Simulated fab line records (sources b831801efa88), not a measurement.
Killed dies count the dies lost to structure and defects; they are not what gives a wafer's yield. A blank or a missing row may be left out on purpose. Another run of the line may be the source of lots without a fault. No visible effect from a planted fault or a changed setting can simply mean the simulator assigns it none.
A sampling plan put to the test | flow sky130 | 20 faults told of in these records, all on one fab line, each judged by the records of the lots it struck
The plan is the line's own looks: the steps of the route at which a gauge or an inspection reads the wafer and doesn't change it. A look is open to judgement when struck wafers have a number at it and the file gives its usual mean and standard deviation on fault-free wafers. Caught: a look later than the fault's first step finds the struck wafers' mean 4 or more of those standard deviations (sigma) from the usual mean. On the tool: the identical test, applied to the tool's own readings at the steps of the fault. Caught also covers a different recipe on the struck wafers, or a record left blank for those wafers only.

== THE FAULTS, as the simulator had put them in ==
1. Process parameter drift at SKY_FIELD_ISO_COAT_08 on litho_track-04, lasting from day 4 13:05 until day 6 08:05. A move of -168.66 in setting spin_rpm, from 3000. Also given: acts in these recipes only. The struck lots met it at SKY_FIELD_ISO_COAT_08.
2. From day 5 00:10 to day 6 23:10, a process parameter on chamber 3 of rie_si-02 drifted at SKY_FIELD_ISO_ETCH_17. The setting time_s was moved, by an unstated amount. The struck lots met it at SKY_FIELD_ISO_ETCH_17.
3. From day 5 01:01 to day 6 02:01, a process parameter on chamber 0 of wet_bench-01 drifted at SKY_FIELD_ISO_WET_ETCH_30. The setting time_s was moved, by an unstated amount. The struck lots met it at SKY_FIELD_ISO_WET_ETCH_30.
4. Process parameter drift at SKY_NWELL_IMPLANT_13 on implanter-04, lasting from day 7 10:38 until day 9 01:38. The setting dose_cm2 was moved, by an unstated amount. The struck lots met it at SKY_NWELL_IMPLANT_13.
5. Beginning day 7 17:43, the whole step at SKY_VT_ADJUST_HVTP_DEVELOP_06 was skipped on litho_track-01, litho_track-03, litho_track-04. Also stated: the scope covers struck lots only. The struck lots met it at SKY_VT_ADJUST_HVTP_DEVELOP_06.
6. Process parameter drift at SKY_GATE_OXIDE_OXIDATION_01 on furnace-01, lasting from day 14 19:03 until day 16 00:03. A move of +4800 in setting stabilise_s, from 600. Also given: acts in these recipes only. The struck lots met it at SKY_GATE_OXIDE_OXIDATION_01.
7. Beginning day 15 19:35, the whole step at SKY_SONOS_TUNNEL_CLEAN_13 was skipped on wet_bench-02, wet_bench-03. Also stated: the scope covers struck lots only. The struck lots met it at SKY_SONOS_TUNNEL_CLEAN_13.
8. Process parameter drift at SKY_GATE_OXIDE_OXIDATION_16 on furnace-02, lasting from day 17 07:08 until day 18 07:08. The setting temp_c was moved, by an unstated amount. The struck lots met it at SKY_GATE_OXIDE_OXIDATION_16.
9. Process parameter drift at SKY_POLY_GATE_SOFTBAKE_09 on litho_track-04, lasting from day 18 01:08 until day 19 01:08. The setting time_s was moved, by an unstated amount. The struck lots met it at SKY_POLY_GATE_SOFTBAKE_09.
10. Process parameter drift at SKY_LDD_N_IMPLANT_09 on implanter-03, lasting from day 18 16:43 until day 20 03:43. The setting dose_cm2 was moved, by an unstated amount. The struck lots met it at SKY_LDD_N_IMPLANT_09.
11. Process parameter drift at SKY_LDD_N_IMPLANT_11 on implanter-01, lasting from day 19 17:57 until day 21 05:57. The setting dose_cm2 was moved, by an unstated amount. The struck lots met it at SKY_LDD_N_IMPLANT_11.
12. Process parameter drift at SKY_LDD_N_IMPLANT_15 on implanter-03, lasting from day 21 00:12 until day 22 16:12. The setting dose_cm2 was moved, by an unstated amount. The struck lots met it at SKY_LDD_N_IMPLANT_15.
13. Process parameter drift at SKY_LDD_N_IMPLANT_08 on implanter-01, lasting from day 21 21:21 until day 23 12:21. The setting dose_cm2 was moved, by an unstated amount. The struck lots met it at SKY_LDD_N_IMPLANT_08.
14. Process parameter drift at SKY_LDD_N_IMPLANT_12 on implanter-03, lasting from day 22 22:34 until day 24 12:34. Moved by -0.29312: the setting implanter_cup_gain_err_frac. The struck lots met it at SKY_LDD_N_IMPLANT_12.
15. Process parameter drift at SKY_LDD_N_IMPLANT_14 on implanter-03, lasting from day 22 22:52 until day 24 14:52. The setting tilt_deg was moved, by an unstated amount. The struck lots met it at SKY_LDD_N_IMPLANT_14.
16. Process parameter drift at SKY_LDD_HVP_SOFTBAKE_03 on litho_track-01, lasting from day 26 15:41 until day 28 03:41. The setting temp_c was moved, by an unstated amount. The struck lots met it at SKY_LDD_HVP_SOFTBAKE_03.
17. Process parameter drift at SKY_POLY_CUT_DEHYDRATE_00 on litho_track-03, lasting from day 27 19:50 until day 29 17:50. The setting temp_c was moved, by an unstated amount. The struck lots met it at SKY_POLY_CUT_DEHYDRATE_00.
18. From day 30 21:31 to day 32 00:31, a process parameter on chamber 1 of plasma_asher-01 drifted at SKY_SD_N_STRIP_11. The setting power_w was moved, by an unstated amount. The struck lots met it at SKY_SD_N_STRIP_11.
19. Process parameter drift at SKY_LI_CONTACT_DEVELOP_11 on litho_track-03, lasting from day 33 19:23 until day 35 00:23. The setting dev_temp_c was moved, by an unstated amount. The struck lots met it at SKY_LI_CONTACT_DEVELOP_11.
20. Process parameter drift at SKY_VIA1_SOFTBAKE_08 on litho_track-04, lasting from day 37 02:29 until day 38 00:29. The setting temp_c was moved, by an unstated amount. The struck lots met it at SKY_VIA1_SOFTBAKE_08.

== WHAT THE PLAN SAW ==
fault | on the tool itself                               | first look that catches it                      | reading, sigma | median hours from its first step to that look | hours from the fault's start to the first struck lot there | judged looks passed uncaught
1     | spin_speed_rpm -99 or beyond sigma               | none of the 2 looks that can be judged after it | -              | -                                             | -                                                          | 2
2     | run_length_s -99 or beyond sigma                 | none of the 2 looks that can be judged after it | -              | -                                             | -                                                          | 2
3     | run_length_s -8.0 sigma                          | none of the 2 looks that can be judged after it | -              | -                                             | -                                                          | 2
4     | dose_ions_cm2 -99 or beyond sigma                | none of the 2 looks that can be judged after it | -              | -                                             | -                                                          | 2
5     | the tool's record is blank for the struck wafers | none of the 2 looks that can be judged after it | -              | -                                             | -                                                          | 2
6     | under 2 sigma                                    | no look after it can be judged                  | -              | -                                             | -                                                          | 0
7     | the tool's record is blank for the struck wafers | no look after it can be judged                  | -              | -                                             | -                                                          | 0
8     | tube_center_temp_C -87 sigma                     | not the one look that can be judged after it    | -              | -                                             | -                                                          | 1
9     | run_length_s +76 sigma                           | no look after it can be judged                  | -              | -                                             | -                                                          | 0
10    | dose_ions_cm2 -86 sigma                          | no look after it can be judged                  | -              | -                                             | -                                                          | 0
11    | dose_ions_cm2 -68 sigma                          | not the one look that can be judged after it    | -              | -                                             | -                                                          | 1
12    | dose_ions_cm2 +99 or beyond sigma                | no look after it can be judged                  | -              | -                                             | -                                                          | 0
13    | dose_ions_cm2 -99 or beyond sigma                | not the one look that can be judged after it    | -              | -                                             | -                                                          | 1
14    | beam_on_s +22 sigma                              | none of the 2 looks that can be judged after it | -              | -                                             | -                                                          | 2
15    | tilt_deg -99 or beyond sigma                     | no look after it can be judged                  | -              | -                                             | -                                                          | 0
16    | heater_power_total_W -25 sigma                   | no look after it can be judged                  | -              | -                                             | -                                                          | 0
17    | heater_power_total_W -46 sigma                   | no look after it can be judged                  | -              | -                                             | -                                                          | 0
18    | strip_time_to_endpoint_s +29 sigma               | not the one look that can be judged after it    | -              | -                                             | -                                                          | 1
19    | developer_temp_C +22 sigma                       | not the one look that can be judged after it    | -              | -                                             | -                                                          | 1
20    | plate_temp_C -35 sigma                           | not the one look that can be judged after it    | -              | -                                             | -                                                          | 1
Dash: fault not caught, or number not given in these records.

Caught at a look: 0 of 20. Caught on the tool: 19 of 20. By one or the other: 19 of 20.
Caught on the tool alone: faults 1, 2, 3, 4, 5, 7, 8, 9, 10, 11, 12, 13, 14, 15, 16, 17, 18, 19, 20.
Caught by neither: fault 6.
